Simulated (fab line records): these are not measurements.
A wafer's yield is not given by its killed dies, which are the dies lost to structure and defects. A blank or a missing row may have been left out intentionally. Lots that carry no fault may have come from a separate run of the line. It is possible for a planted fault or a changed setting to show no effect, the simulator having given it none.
Code-filled problem report in 8D (eight disciplines) form / flow gf180mcu / the parts of the form that need people (team, actions taken, sign-off) are left out

## 1. WHAT WENT WRONG
At GF_HV_LDD_COAT_41, spin speed rpm averages 2873.3 rpm over 6 wafers from 2 lots, while fault-free wafers read 3000.2 rpm, standard deviation 2.2. That is -58 standard deviations from the usual mean.
The step: resist thk 1000 nm.
First observed at day 15 06:50: wafer L876.1, on litho track-04. Wafers with a number at this step in the record: 36, from 12 lots. The rule behind "out" and "out of limits": a value lying over 4 standard deviations away from the usual mean. The other wafers with a number count as sound.

## 2. WHAT THIS IS AND IS NOT
question=which readings at this step | is=spin speed rpm | is not=dispense pressure kPa
question=which lots | is=L876, L878 | is not=L866, L867, L868, L869, L870, L871, L872, L882, L886, L889
question=which wafers of those lots | is=all that have a number | is not=-
question=read on which tools | is=litho track-04 | is not=litho track-01, litho track-02
question=when | is=from day 15 06:50 | is not=up to then (21 sound wafers); but 9 sound wafers of L882, L886, L889 came after

## 3. WHAT RULES OUT EACH SUSPECT
Counting: a tool at any process step up to the reading remains a suspect when it ran all the lots that are out and ran no sound lot after the first of those.
- litho track-04 at GF_HV_LDD_COAT_41 (resist thk 1000 nm): kept. All lots that are out passed through it, beginning with L876 at day 15 06:50, and no sound lot followed; its final sound lot before that point was L872 at day 13 22:07. Its own readings are out on those wafers: spin speed rpm.
Left after counting: litho track-04 at GF_HV_LDD_COAT_41.

## 4. THE CAUSE (what the simulator had put in)
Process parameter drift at GF_HV_LDD_COAT_41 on litho track-04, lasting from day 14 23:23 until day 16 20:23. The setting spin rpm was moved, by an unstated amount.
Only this tool survived the counting.

## 5. THE CHAIN OF EFFECTS, in route order
Each row: a reading where the mean over the struck wafers with a number is more than 3 standard deviations away from the usual. Readings are gone through only where the record gives a usual standard deviation; hours: the median, over the lots, of the time from a lot's start at the first step in this table giving one to that lot's start at this step; sigmas: the change measured in usual standard deviations.
hours=0; step=GF_HV_LDD_COAT_41; reading=spin speed rpm; usual=3000.2 rpm; on struck wafers=2873.3; change=-126.8; sigmas=-58
hours=11; step=GF_HV_LDD_STRIP_49; reading=strip time to endpoint s; usual=12.63 s; on struck wafers=12.80; change=+0.17; sigmas=+4.4
The process steps in it:
- GF_HV_LDD_COAT_41: resist thk 1000 nm.
- GF_HV_LDD_STRIP_49: strips in O2/N2.

## 6. HOW IT WOULD HAVE BEEN CAUGHT EARLIER
First out-of-limits reading in this record: day 15 06:50, which is 7 hours after fault onset at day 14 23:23.
